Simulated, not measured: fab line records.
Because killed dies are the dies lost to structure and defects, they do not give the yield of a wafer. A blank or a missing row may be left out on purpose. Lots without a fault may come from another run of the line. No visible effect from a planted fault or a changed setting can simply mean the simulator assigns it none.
Comparing a struck lot with a sound one	flow sky130	17 steps out of a route of 708
Sound: these wafers, L513.1, L513.4, L513.5. Struck: wafers L514.2, L514.3, L514.4. The cause is given at the end.
Order at every step that has rows: each side's tool, ch and its chambers, its first start. Under that, the readings that differ: sound wafers	struck wafers	difference of the means	sigmas: that difference in standard deviations of wafers without a fault.
alike: a reading whose means differ by less than 2 such deviations, as well as words and numbers matching on both sides. not compared: withheld readings; readings where some wafer has no value; bounds like >300 that might hide an equal value; numbers whose values overlap and for which the record gives no deviation.
A row with sigmas, a row that says differs or no value, or rows on one side alone: a step with any of these is where the two part. When numbers do not overlap yet have no deviation, they are printed without sigmas and do not part them. Lack of a reading on every wafer of one side parts them only where that side has two or more wafers.

first, 3 steps without rows for these wafers: SKY_LI_CONTACT_EXPOSE_09 (exposes mask LICM1, target cd 170 nm); SKY_LI_CONTACT_PEB_10; SKY_LI_CONTACT_DEVELOP_11 (develop time 60 s).
SKY_LI_CONTACT_CD_MEAS_12 targets a cd of 170 nm.
  sound on cd-sem-02, day 31 17:05; struck on cd-sem-01, day 31 22:36
  alike: cd-nm
SKY_LI_CONTACT_OVL_MEAS_13:
  sound on overlay-02, day 31 17:13; struck on overlay-01, day 31 22:42
  alike: LI_CONTACT_OVL
SKY_LI_CONTACT_ETCH_14: etches BARC in N2/H2, stops on SiO2, time 45.9 s, target depth 60 nm.
  sound on rie-diel-01 ch 0,1,3, day 31 17:14; struck on rie-diel-01 ch 1,2,3, day 31 22:44
  alike: drypump-motor-current-A, oes-product-au, throttle-valve-pct
  not compared: rf-hours-counter-h
SKY_LI_CONTACT_ETCH_15: etches PSG in C4F8/O2/Ar, stops on Si, target depth 600 nm.
  sound on rie-diel-01 ch 0,1,3, day 31 17:17; struck on rie-diel-01 ch 1,2,3, day 31 22:46
  alike: oes-product-au
SKY_LI_CONTACT_STRIP_16: strips in O2/N2.
  sound on plasma-asher-04 ch 0,1, day 31 17:22; struck on plasma-asher-02 ch 0,1, day 31 22:52
reading	sound	struck	difference	sigmas
drypump-motor-current-A (A)	4.99 5.37 4.99	5.47 5.48 5.62	+0.41	+2
  alike: oes-product-au, strip-time-to-endpoint-s
  not compared: rf-hours-counter-h
then, 2 steps without rows for these wafers: SKY_LI_CONTACT_CLEAN_17 (cleans in NMP, time 600 s); SKY_LI_CONTACT_PRE_CLEAN_18 (time 5.6 s).
SKY_LI_CONTACT_SPUTTER_19: material Ti, target thk 20 nm, time 106.37 s.
  sound on pvd-sputter-03, day 31 17:40; struck on pvd-sputter-02, day 31 23:09
  alike: throttle-valve-pct
SKY_LI_CONTACT_SPUTTER_20: material TiN, target thk 20 nm, time 80 s.
  sound on pvd-sputter-03, day 31 17:44; struck on pvd-sputter-02, day 31 23:14
  alike: throttle-valve-pct
SKY_LI_CONTACT_CVD_21: deposits W, target thk 400 nm, time 120.56 s.
  sound on cvd-w-02 ch 0,1, day 31 17:48; struck on cvd-w-02 ch 0,1, day 31 23:17
  no value came back on the struck wafers for chamber-pressure-Torr (Torr), heater-power-outer-w (W), heater-power-w (W), time-s (s); on the sound wafers chamber-pressure-Torr (Torr) reads 39.99 40.17 39.97
SKY_LI_CONTACT_RS_MEAS_22: uses a four-point probe to measure.
  sound on film-metro-02, day 31 17:56; struck on film-metro-04, day 31 23:26
reading	sound	struck	difference	sigmas
LI_CONTACT_W_RS (ohm/sq)	0.2865 0.2787 0.2819	25.267 25.231 25.174	+24.942	+99 or more
SKY_LI_CONTACT_THK_MEAS_23: measures by xrf.
  sound on film-metro-02, day 31 18:03; struck on film-metro-04, day 31 23:33
reading	sound	struck	difference	sigmas
LI_CONTACT_W_THK (nm)	392 403 401	<0 <0 <0	differs	
SKY_LI_CONTACT_CMP_24: polishes, stops on PSG, t overpolish 20 s, target thk 0 nm.
  sound on cmp-02 ch 0,2, day 31 18:10; struck on cmp-02 ch 0,1,2, day 31 23:36
reading	sound	struck	difference	sigmas
time-to-endpoint-s (s)	97 101 95	6 5 10	-91	-22
  alike: motor-current-A, platen-rpm
-- record jumps: 16 days separate the struck wafers' starts on either side; left off in module LI_CONTACT, taken up again in module PAD_OPEN, whose first shown step is the route's number 708 --
SKY_PAD_OPEN_PROBE_99:
  sound on prober-02, day 47 17:16; struck on prober-01, day 47 23:13
reading	sound	struck	difference	sigmas
killed-at-contacts	21 20 32	431 435 444	+412	+81
killed-dies	73 75 85	492 492 492	+414	+49
killed-on-rim	18 10 13	96 96 96	+82	+23
  alike: killed_at_M0_to_M3, killed_at_M4_up, killed-at-front-end, killed-at-other, killed-open, killed-short

== WHERE THEY PART ==
Earliest at SKY_LI_CONTACT_STRIP_16; latest, in this record, at SKY_PAD_OPEN_PROBE_99.

WHY: whatever the simulator had introduced
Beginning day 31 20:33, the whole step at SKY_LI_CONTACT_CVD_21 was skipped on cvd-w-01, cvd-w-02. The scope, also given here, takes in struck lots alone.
